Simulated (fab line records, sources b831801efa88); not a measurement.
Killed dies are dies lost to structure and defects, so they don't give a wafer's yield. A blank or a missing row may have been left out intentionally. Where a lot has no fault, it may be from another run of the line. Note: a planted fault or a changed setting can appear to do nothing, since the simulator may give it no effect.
A lot that was struck, set against a sound lot | flow sky130 | 14 steps out of a route of 708
Sound: the wafers L800.1, L800.4, L800.6. The struck wafers were L811.1, L811.2, L811.4. The cause is named last.
At each step with rows: each side's tool, then ch and its chambers, then its first start. Under that, the readings that differ: sound wafers | struck wafers | difference of the means | sigmas: that difference in standard deviations of wafers without a fault.
alike: words and numbers the same on both sides, and readings whose means are apart by under 2 such deviations; not compared: readings that were withheld, readings missing a value for some wafer, numbers with overlapping values and no deviation given by the record, and bounds like >300 which may hide the same value.
The two part at a step that has a row with sigmas, a row that says differs or no value, or rows on one side only. Numbers that have no deviation but don't overlap get no sigmas and don't part them. A reading that every wafer of one side lacks parts them only if that side has two wafers or more.

first, 4 steps without rows for these wafers: SKY_LDD_LDN_SOFTBAKE_03 (time 60 s); SKY_LDD_LDN_EXPOSE_04 (exposes mask LDNTM, target cd 700 nm); SKY_LDD_LDN_PEB_05; SKY_LDD_LDN_DEVELOP_06 (develop time 60 s).
SKY_LDD_LDN_OVL_MEAS_07:
  sound: overlay-01 at day 22 11:09; struck: overlay-02 at day 27 07:24
  alike: LDD_LDN_OVL
then, 4 steps without rows for these wafers: SKY_LDD_LDN_IMPLANT_08; SKY_LDD_LDN_IMPLANT_09; SKY_LDD_LDN_IMPLANT_10; SKY_LDD_LDN_IMPLANT_11.
SKY_LDD_LDN_STRIP_12: strips in O2/N2.
  sound on plasmaAsher-02 ch 0,1, day 22 11:47; struck on plasmaAsher-04 ch 0,1, day 27 08:02
  alike: drypumpMotorCurrentA, oesProductAu, stripTimeToEndpointS
  not compared: rfHoursCounterH
SKY_LDD_LDN_TW_MEAS_13:
  sound: filmMetro-03 at day 22 11:53; struck: filmMetro-03 at day 27 08:08
  alike: LDD_LDN_TW
then, 1 step without rows for these wafers: SKY_LDD_LDN_CLEAN_14 (cleans in SC1/SC2, time 150 s).
SKY_SPACER_CVD_00: deposits Si3N4 from DCS/NH3, target thk 43.1 nm, time 740 s.
  sound on lpcvd-02 ch 1, day 22 12:50; struck on lpcvd-02 ch 1, day 27 08:15
reading                                 | sound             | struck            | difference | sigmas
spikeTcBottomC (C)                      | 786.9 788.0 788.4 | 838.7 838.6 838.3 | +50.8      | +46
spikeTcCentreC (C)                      | 771.7 771.5 771.6 | 824.1 825.0 824.5 | +52.9      | +55
spikeTcLowerC (C)                       | 770.8 772.5 770.5 | 824.7 823.3 824.2 | +52.8      | +44
spikeTcTopC (C)                         | 787 787 785       | 838 838 838       | +52        | +15
spikeTcUpperC (C)                       | 769.6 770.9 770.3 | 825.3 825.3 821.0 | +53.6      | +34
susceptorTempC (C)                      | 769.7 769.3 769.6 | 823.4 823.4 823.3 | +53.8      | +99 or more
zonePowerBottomPct (%)                  | 19.4 19.2 19.3    | 22.1 22.3 22.3    | +2.9       | +6
zonePowerCentrePct (%)                  | 12.8 12.7 12.7    | 14.1 14.3 14.7    | +1.6       | +5
zonePowerLowerPct (%)                   | 13.87 13.82 13.94 | 15.64 15.77 16.03 | +1.94      | +15
zonePowerUpperPct (%)                   | 13.3 13.3 13.3    | 15.0 15.1 14.9    | +1.7       | +5
model.Si3N4_of_SPACER_CVD_00.thkNm (nm) | 43.24 43.23 43.35 | 74.79 75.1 74.85  | +31.64     | 
SKY_SPACER_THK_MEAS_01:
  sound: filmMetro-04 at day 22 14:03; struck: filmMetro-04 at day 27 09:41
reading                | sound          | struck         | difference | sigmas
SPACER_CVD_00_THK (nm) | 43.2 43.2 43.3 | 74.8 75.1 74.9 | +31.7      | +81
  not compared: hold

## WHERE THEY PART
Last at SKY_SPACER_THK_MEAS_01 as far as this record goes, first at SKY_SPACER_CVD_00.

WHY: whatever the simulator had introduced
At SKY_SPACER_CVD_00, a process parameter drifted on lpcvd-02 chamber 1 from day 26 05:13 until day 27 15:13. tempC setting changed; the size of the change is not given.
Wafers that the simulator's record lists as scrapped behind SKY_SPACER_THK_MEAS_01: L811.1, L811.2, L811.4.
